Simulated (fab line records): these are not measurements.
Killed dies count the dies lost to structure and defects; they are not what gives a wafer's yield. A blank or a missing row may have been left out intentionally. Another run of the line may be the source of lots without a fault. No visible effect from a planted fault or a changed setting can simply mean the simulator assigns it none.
Comparing a struck lot with a sound one | flow sky130 | 43 out of 708 route steps
Sound: these wafers, L492.2, L492.5, L492.6. Wafers struck: L493.1, L493.4, L493.5. The cause comes at the end.
For every step that has rows: the tool of each side, followed by ch and its chambers, followed by its first start. Under that, the readings that differ: sound wafers | struck wafers | difference of the means | sigmas: that difference in standard deviations of wafers without a fault.
alike: readings with means less than 2 such deviations apart, plus words and numbers identical on both sides. not compared: withheld readings, readings lacking a value on some wafer, bounds such as >300 that could conceal the same value, and numbers that have no deviation in the record and whose values overlap.
A row with sigmas, a row that says differs or no value, or rows on one side alone: a step with any of these is where the two part. When numbers do not overlap yet have no deviation, they are printed without sigmas and do not part them. A reading that every wafer of one side lacks parts them only if that side has two wafers or more.

first, 1 step without rows for these wafers: SKY_SONOS_ONO_CVD_04 (deposits SiO2 from SiH4/N2O, target thk 5.7199 nm).
SKY_SONOS_ONO_THK_MEAS_05:
  struck on film metro-04, day 15 00:47; sound on film metro-04, day 14 11:40
  alike: SONOS_ONO_CVD_04_THK
then, 7 steps without rows for these wafers: SKY_SONOS_ONO_DEHYDRATE_06 (time 60 s); SKY_SONOS_ONO_HMDS_07 (prime time 60 s); SKY_SONOS_ONO_COAT_08 (resist thk 1140 nm); SKY_SONOS_ONO_SOFTBAKE_09 (time 60 s); SKY_SONOS_ONO_EXPOSE_10 (exposes mask ONOM, target cd 410 nm); SKY_SONOS_ONO_PEB_11; SKY_SONOS_ONO_DEVELOP_12 (develop time 60 s).
SKY_SONOS_ONO_CD_MEAS_13 targets a cd of 410 nm.
  struck on cd sem-02, day 16 05:10; sound on cd sem-02, day 15 15:13
  alike: cd nm
SKY_SONOS_ONO_OVL_MEAS_14:
  struck on overlay-01, day 16 05:17; sound on overlay-01, day 15 15:19
  alike: SONOS_ONO_OVL
SKY_SONOS_ONO_ETCH_15: etches the open film in CHF3/O2, target depth 19.52 nm, time 7.8 s.
  sound on rie diel-04 ch 0,1,3, day 15 15:21; struck on rie diel-02 ch 2,3, day 16 05:19
  alike: O2_flow_sccm, drypump motor current A, oes product au, throttle valve pct
  not compared: rf hours counter h
SKY_SONOS_ONO_WET_ETCH_16: etches SiO2 in dHF, target depth 14 nm, time 280 s.
  sound on wet bench-03 ch 3, day 15 15:22; struck on wet bench-04 ch 0, day 16 05:20
SKY_SONOS_ONO_STRIP_17: strips in O2/N2.
  sound on plasma asher-01 ch 0,1, day 15 15:28; struck on plasma asher-03 ch 0, day 16 05:26
  alike: drypump motor current A, n2 flow sccm, oes product au, strip time to endpoint s
  not compared: rf hours counter h
then, 3 steps without rows for these wafers: SKY_SONOS_ONO_WET_ETCH_18 (etches Si3N4 in H3PO4, target depth 15 nm, time 172 s); SKY_GATE_OXIDE_CLEAN_00 (cleans in SC1/SC2, time 150 s); SKY_GATE_OXIDE_OXIDATION_01 (stabilise 600 s, purge 300 s, target thk 10.268 nm).
SKY_GATE_OXIDE_THK_MEAS_02:
  struck on film metro-03, day 16 07:03; sound on film metro-03, day 15 17:19
  alike: GATE_OXIDE_OXIDATION_00_THK
then, 7 steps without rows for these wafers: SKY_GATE_OXIDE_DEHYDRATE_03 (time 60 s); SKY_GATE_OXIDE_HMDS_04 (prime time 60 s); SKY_GATE_OXIDE_COAT_05 (resist thk 1140 nm); SKY_GATE_OXIDE_SOFTBAKE_06 (time 60 s); SKY_GATE_OXIDE_EXPOSE_07 (exposes mask LVOM, target cd 600 nm); SKY_GATE_OXIDE_PEB_08; SKY_GATE_OXIDE_DEVELOP_09 (develop time 60 s).
SKY_GATE_OXIDE_OVL_MEAS_10:
  struck on overlay-01, day 17 11:29; sound on overlay-01, day 16 21:26
  alike: GATE_OXIDE_OVL
then, 2 steps without rows for these wafers: SKY_GATE_OXIDE_IMPLANT_11; SKY_GATE_OXIDE_WET_ETCH_12 (etches SiO2 in dHF, target depth 16.8 nm, time 336 s).
SKY_GATE_OXIDE_STRIP_13: strips in O2/N2.
  sound on plasma asher-01 ch 0,1, day 16 21:44; struck on plasma asher-03 ch 0,1, day 17 11:47
  alike: drypump motor current A, n2 flow sccm, oes product au, strip time to endpoint s
  not compared: rf hours counter h
SKY_GATE_OXIDE_TW_MEAS_14:
  struck on film metro-02, day 17 11:53; sound on film metro-03, day 16 21:50
  alike: GATE_OXIDE_TW
then, 3 steps without rows for these wafers: SKY_GATE_OXIDE_CLEAN_15 (cleans in SC1/SC2, time 150 s); SKY_GATE_OXIDE_OXIDATION_16 (stabilise 600 s, purge 300 s, target thk 3.57 nm); SKY_POLY_GATE_CVD_00 (deposits poly-Si, target thk 180 nm, time 720 s).
SKY_POLY_GATE_THK_MEAS_01:
  struck on film metro-04, day 17 15:16; sound on film metro-01, day 17 04:05
  reading                   | sound             | struck            | difference | sigmas
  POLY_GATE_CVD_00_THK (nm) | 175.9 176.2 177.0 | 180.7 179.9 179.3 | +3.6       | +3
then, 8 steps without rows for these wafers: SKY_RES_PROTECT_DEHYDRATE_00 (time 60 s); SKY_RES_PROTECT_HMDS_01 (prime time 60 s); SKY_RES_PROTECT_COAT_02 (resist thk 1140 nm); SKY_RES_PROTECT_SOFTBAKE_03 (time 60 s); SKY_RES_PROTECT_EXPOSE_04 (exposes mask RPM, target cd 1270 nm); SKY_RES_PROTECT_PEB_05; SKY_RES_PROTECT_DEVELOP_06 (develop time 60 s); SKY_POLY_GATE_IMPLANT_02.
-- a jump in the record: the struck wafers' starts before and after are 30 days apart (it breaks off in module POLY_GATE and resumes in module PAD_OPEN, where the first step shown is number 708 of the route) --
SKY_PAD_OPEN_PROBE_99:
  struck on prober-01, day 48 01:07; sound on prober-02, day 47 22:12
  reading             | sound    | struck                                                                     | difference                   | sigmas
  hold                | - - -    | await dispo/3.2h/release await dispo/3.2h/release await dispo/3.2h/release | no value on the sound wafers |
  killed at front end | 16 19 18 | 81 81 81                                                                   | +63                          | +13
  killed dies         | 88 93 82 | 140 158 145                                                                | +60                          | +6
  alike: killed_at_M0_to_M3, killed_at_M4_up, killed at contacts, killed at other, killed open, killed short

== WHERE THEY PART ==
Earliest at SKY_POLY_GATE_THK_MEAS_01; latest, in this record, at SKY_PAD_OPEN_PROBE_99.

WHY: whatever the simulator had introduced
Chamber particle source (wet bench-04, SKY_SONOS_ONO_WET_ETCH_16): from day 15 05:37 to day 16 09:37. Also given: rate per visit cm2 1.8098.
